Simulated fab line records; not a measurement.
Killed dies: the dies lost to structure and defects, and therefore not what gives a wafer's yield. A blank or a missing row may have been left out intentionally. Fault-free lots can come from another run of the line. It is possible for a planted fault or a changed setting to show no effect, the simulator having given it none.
A struck lot beside a sound one :: flow gf180mcu :: 15 out of 602 route steps
Sound: the wafers L343.1, L343.2, L343.3. Struck: wafer L351.1. (L351.5 of the same lot was not struck and is left out.) The cause comes at the end.
At each step with rows: each side's tool, then ch and its chambers, then its first start. Under that, the readings that differ: sound wafers :: struck wafers :: difference of the means :: sigmas: that difference in standard deviations of wafers without a fault.
alike: readings with means less than 2 such deviations apart, plus words and numbers identical on both sides. not compared: withheld readings, readings lacking a value on some wafer, bounds such as >300 that could conceal the same value, and numbers that have no deviation in the record and whose values overlap.
The two part at a step that has a row with sigmas, a row that says differs or no value, or rows on one side only. Numbers that have no deviation but don't overlap get no sigmas and don't part them. A reading that every wafer of one side lacks parts them only if that side has two wafers or more.

first, 6 steps without rows for these wafers: GF_TOP_METAL_HMDS_08 (prime time 60 s); GF_TOP_METAL_COAT_09 (resist thk 1500 nm); GF_TOP_METAL_SOFTBAKE_10 (time 60 s); GF_TOP_METAL_EXPOSE_11 (exposes mask MetalTop, target cd 440 nm); GF_TOP_METAL_PEB_12; GF_TOP_METAL_DEVELOP_13 (develop time 60 s).
GF_TOP_METAL_CD_MEAS_14 targets a cd of 440 nm.
  sound on cd sem-01 at day 30 16:47; struck on cd sem-01 at day 33 12:46
  alike: cd nm
GF_TOP_METAL_OVL_MEAS_15:
  sound on overlay-02 at day 30 16:54; struck on overlay-02 at day 33 12:53
  alike: TOP_METAL_OVL
GF_TOP_METAL_METAL_ETCH_16: etches the open film in Cl2/BCl3, stops on SiO2, target depth 1197 nm, time 199.5 s.
  sound on rie metal-04 ch 0,1, day 30 16:56; struck on rie metal-03 ch 1, day 33 12:55
  alike: drypump motor current A, oes product au, throttle valve pct
  not compared: rf hours counter h
GF_TOP_METAL_STRIP_17: strips in O2/N2.
  sound on plasma asher-03 ch 0,1, day 30 17:11; struck on plasma asher-04 ch 1, day 33 13:07
reading: heater power w (W)
sound: 368 307 312
struck: 385
difference: +56
sigmas: +2
  alike: drypump motor current A, oes product au, strip time to endpoint s
  not compared: rf hours counter h
then, 2 steps without rows for these wafers: GF_TOP_METAL_STRIP_18 (strips in post etch residue remover, time 1200 s); GF_TOP_METAL_CLEAN_19 (cleans in DIW).
GF_PASSIVATION_CVD_00: deposits SiO2 from TEOS, target thk 1000 nm, time 111.95 s.
  sound on pecvd-04 ch 0,1,2, day 30 17:44; struck on pecvd-04 ch 0, day 33 13:43
reading: run length s (s)
sound: 139.6 140.6 139.5
struck: 133.5
difference: -6.4
sigmas: -10

reading: model.SiO2_of_PASSIVATION_CVD_00.thk nm (nm)
sound: 998.8 979.3 988.3
struck: 946.3
difference: -42.5
sigmas: 
  alike: heater power w
GF_PASSIVATION_THK_MEAS_01:
  sound on film metro-02 at day 30 17:48; struck on film metro-02 at day 33 13:47
reading: PASSIVATION_CVD_00_THK (nm)
sound: 998 979 988
struck: 946
difference: -42
sigmas: -3
GF_PASSIVATION_CVD_02: deposits Si3N4, target thk 700 nm, time 486.18 s.
  sound on pecvd-01 ch 0,1,2, day 30 17:52; struck on pecvd-01 ch 0, day 33 13:51
  alike: heater power w, run length s

## WHERE THEY PART
At GF_TOP_METAL_STRIP_17 first; at GF_PASSIVATION_THK_MEAS_01 last (within this record only). Later steps at which nothing parts them and some readings are alike: GF_PASSIVATION_CVD_02.

WHY: what the simulator had put in
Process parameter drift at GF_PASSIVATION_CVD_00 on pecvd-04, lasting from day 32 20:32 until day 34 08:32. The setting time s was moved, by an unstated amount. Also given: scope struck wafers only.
